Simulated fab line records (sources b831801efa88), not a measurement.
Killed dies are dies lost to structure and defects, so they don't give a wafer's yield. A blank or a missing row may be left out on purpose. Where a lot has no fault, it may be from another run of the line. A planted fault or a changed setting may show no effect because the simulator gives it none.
Comparing a struck lot with a sound one :: flow sky130 :: 32 steps out of a route of 708
Sound: wafers L843.1, L843.4, L843.6. Struck: wafer L835.5. At the end, the cause is stated.
Order at every step that has rows: each side's tool, ch and its chambers, its first start. Under that, the readings that differ: sound wafers :: struck wafers :: difference of the means :: sigmas: that difference in standard deviations of wafers without a fault.
alike: readings whose means differ by less than 2 such deviations, and words and numbers that are the same on both sides. not compared: withheld readings, readings that some wafer has no value for, bounds like >300 that may hide the same value, and numbers for which the record gives no deviation and whose values overlap.
A row with sigmas, a row that says differs or no value, or rows on one side alone: a step with any of these is where the two part. Non-overlapping numbers with no deviation appear without sigmas and do not part them. Lack of a reading on every wafer of one side parts them only where that side has two or more wafers.

SKY_CONTACT_ETCH_18: etches Si3N4 in CHF3/O2, stops on TiN, time 39 s, target depth 75 nm.
  sound on rieDiel-02 ch 1,2,3; struck on rieDiel-01 ch 1
  alike: biasW, drypumpMotorCurrentA, oesProductAu, throttleValvePct
  not compared: rfHoursCounterH
SKY_CONTACT_STRIP_19: strips in O2/N2.
  sound on plasmaAsher-02 ch 0,1, day 36 05:33; struck on plasmaAsher-04 ch 0, day 34 01:16
reading: drypumpMotorCurrentA (A)
sound: 5.0 5.0 5.5
struck: 6.2
difference: +1.0
sigmas: +3
  alike: oesProductAu, stripTimeToEndpointS
  not compared: rfHoursCounterH
then, 5 steps without rows for these wafers: SKY_CONTACT_STRIP_20 (strips in post etch residue remover, time 1200 s); SKY_CONTACT_CLEAN_21 (cleans in IPA, time 180 s); SKY_CONTACT_CLEAN_22 (cleans in O3/DIW); SKY_CONTACT_SPUTTER_23 (material TiN, target thk 20 nm, time 80 s); SKY_CONTACT_CVD_24 (deposits W, target thk 340 nm, time 102.12 s).
SKY_CONTACT_RS_MEAS_25: uses a four-point probe to measure.
  struck on filmMetro-02, day 34 02:08; sound on filmMetro-02, day 36 06:24
reading: CONTACT_W_RS (ohm/sq)
sound: 0.348 0.340 0.343
struck: 0.326
difference: -0.018
sigmas: -2
SKY_CONTACT_THK_MEAS_26: measures by xrf.
  struck on filmMetro-02, day 34 02:13; sound on filmMetro-02, day 36 06:31
reading: CONTACT_W_THK (nm)
sound: 331 339 335
struck: 352
difference: +17
sigmas: +2
SKY_CONTACT_CMP_27: polishes, stops on SiO2, t overpolish 15 s, target thk 0 nm.
  sound on cmp-02 ch 2,3, day 36 06:35; struck on cmp-02 ch 1, day 34 02:29
reading: motorCurrentA (A)
sound: 9.0 11.7 8.7
struck: 12.3
difference: +2.5
sigmas: +2
  alike: overpolishRunS, retainingRingPressureFrac, timeToEndpointS
SKY_METAL1_SPUTTER_00: material Ti, target thk 15 nm, time 10 s.
  struck on pvdSputter-02, day 34 02:33; sound on pvdSputter-01, day 36 06:53
reading: throttleValvePct (%)
sound: 29.7 29.0 29.1
struck: 31.8
difference: +2.5
sigmas: +2
  alike: cathodeDcPowerW
then, 1 step without rows for these wafers: SKY_METAL1_SPUTTER_01 (material TiN, target thk 20 nm, time 16.7 s).
SKY_METAL1_SPUTTER_02: material AlCu, target thk 250 nm, time 13.3 s.
  struck on pvdSputter-02, day 34 02:36; sound on pvdSputter-01, day 36 06:56
reading: cathodeDcPowerW (W)
sound: 10598 10596 10599
struck: 10603
difference: +5
sigmas: +3

reading: throttleValvePct (%)
sound: 29.8 29.0 29.2
struck: 31.8
difference: +2.5
sigmas: +2

reading: model.AlCu_of_METAL1_SPUTTER_02.thkNm (nm)
sound: 241.4 244.7 243.9
struck: 311.4
difference: +68.1
sigmas: 
then, 2 steps without rows for these wafers: SKY_METAL1_SPUTTER_03 (material Ti, target thk 5 nm, time 3.3 s); SKY_METAL1_SPUTTER_04 (material TiN, target thk 70 nm, time 58.3 s).
SKY_METAL1_RS_MEAS_05: uses a four-point probe to measure.
  struck on filmMetro-02, day 34 02:46; sound on filmMetro-01, day 36 07:01
reading: METAL1_ALCU_RS (ohm/sq)
sound: 0.1316 0.1295 0.1303
struck: 0.1011
difference: -0.0294
sigmas: -17
SKY_METAL1_THK_MEAS_06: measures by xrf.
  struck on filmMetro-02, day 34 02:50; sound on filmMetro-01, day 36 07:08
reading: METAL1_ALCU_THK (nm)
sound: 239 242 241
struck: 309
difference: +68
sigmas: +18
then, 8 steps without rows for these wafers: SKY_METAL1_DEHYDRATE_07 (time 60 s); SKY_METAL1_HMDS_08 (prime time 60 s); SKY_METAL1_COAT_09 (resist thk 60 nm); SKY_METAL1_COAT_10 (resist thk 450 nm); SKY_METAL1_SOFTBAKE_11 (time 90 s); SKY_METAL1_EXPOSE_12 (exposes mask MM1, target cd 140 nm); SKY_METAL1_PEB_13; SKY_METAL1_DEVELOP_14 (develop time 60 s).
SKY_METAL1_CD_MEAS_15: target cd 140 nm.
  struck on cdSem-01, day 35 05:35; sound on cdSem-01, day 37 09:25
  alike: cdNm
SKY_METAL1_OVL_MEAS_16:
  struck on overlay-02, day 35 05:39; sound on overlay-01, day 37 09:32
  alike: METAL1_OVL
then, 2 steps without rows for these wafers: SKY_METAL1_DESCUM_17 (chemistry O2, time 8 s); SKY_METAL1_ETCH_18 (etches BARC in N2/H2, stops on SiO2, time 45.9 s, target depth 60 nm).
SKY_METAL1_METAL_ETCH_19: etches the open film in Cl2/BCl3, stops on SiO2, target depth 360 nm, time 78 s.
  sound on rieMetal-04 ch 0, day 37 09:40; struck on rieMetal-03 ch 0, day 35 05:49
reading: biasW (W)
sound: 48.23 48.27 48.47
struck: 48.61
difference: +0.29
sigmas: +2

reading: oesProductAu (a.u.)
sound: 0.847 0.850 0.848
struck: 0.891
difference: +0.043
sigmas: +7
  alike: drypumpMotorCurrentA, throttleValvePct
  not compared: rfHoursCounterH
SKY_METAL1_STRIP_20: strips in O2/N2.
  sound on plasmaAsher-04 ch 0,1, day 37 09:46; struck on plasmaAsher-02 ch 0, day 35 05:55
  alike: drypumpMotorCurrentA, oesProductAu, stripTimeToEndpointS
  not compared: rfHoursCounterH
-- the record jumps here: 13 days lie between the struck wafers' starts before and after (it left off in module METAL1 and takes up again in module PAD_OPEN, whose first step shown is number 708 of the route) --
SKY_PAD_OPEN_PROBE_99:
  struck on prober-02, day 47 19:40; sound on prober-02, day 49 05:43
reading: model.etest.liconPdiff.rcOhm
sound: 601.1 599.2 578.3
struck: 733.3
difference: +140.4
sigmas: 

reading: model.etest.pfet_01v8.rOnOhmUm
sound: 2986 2938 3016
struck: 3122
difference: +142
sigmas: 

reading: model.etest.pfetG5v0d10v5.rOnOhmUm
sound: 4745 4784 4721
struck: 4951
difference: +201
sigmas: 

reading: model.etest.nfetG5v0d10v5.rOnOhmUm
sound: 1885 1892 1878
struck: 1993
difference: +108
sigmas: 

reading: model.etest.nfet_01v8.rOnOhmUm
sound: 862.7 850.6 866.4
struck: 896.5
difference: +36.6
sigmas: 

reading: model.etest.liconNdiff.rcOhm
sound: 183.2 182.7 189.9
struck: 257.6
difference: +72.3
sigmas: 

reading: model.etest.sonosUncharged.rOnOhmUm
sound: 821.4 803.5 817.4
struck: 870.1
difference: +56.0
sigmas: 

reading: model.etest.liconHighPo.rcOhm
sound: 356.3 363.7 355.9
struck: 413.9
difference: +55.3
sigmas: 

WHERE THEY PART
Earliest at SKY_CONTACT_STRIP_19; latest, in this record, at SKY_METAL1_METAL_ETCH_19. Later steps at which nothing parts them and some readings are alike: SKY_METAL1_STRIP_20.

WHY: what the simulator had put in
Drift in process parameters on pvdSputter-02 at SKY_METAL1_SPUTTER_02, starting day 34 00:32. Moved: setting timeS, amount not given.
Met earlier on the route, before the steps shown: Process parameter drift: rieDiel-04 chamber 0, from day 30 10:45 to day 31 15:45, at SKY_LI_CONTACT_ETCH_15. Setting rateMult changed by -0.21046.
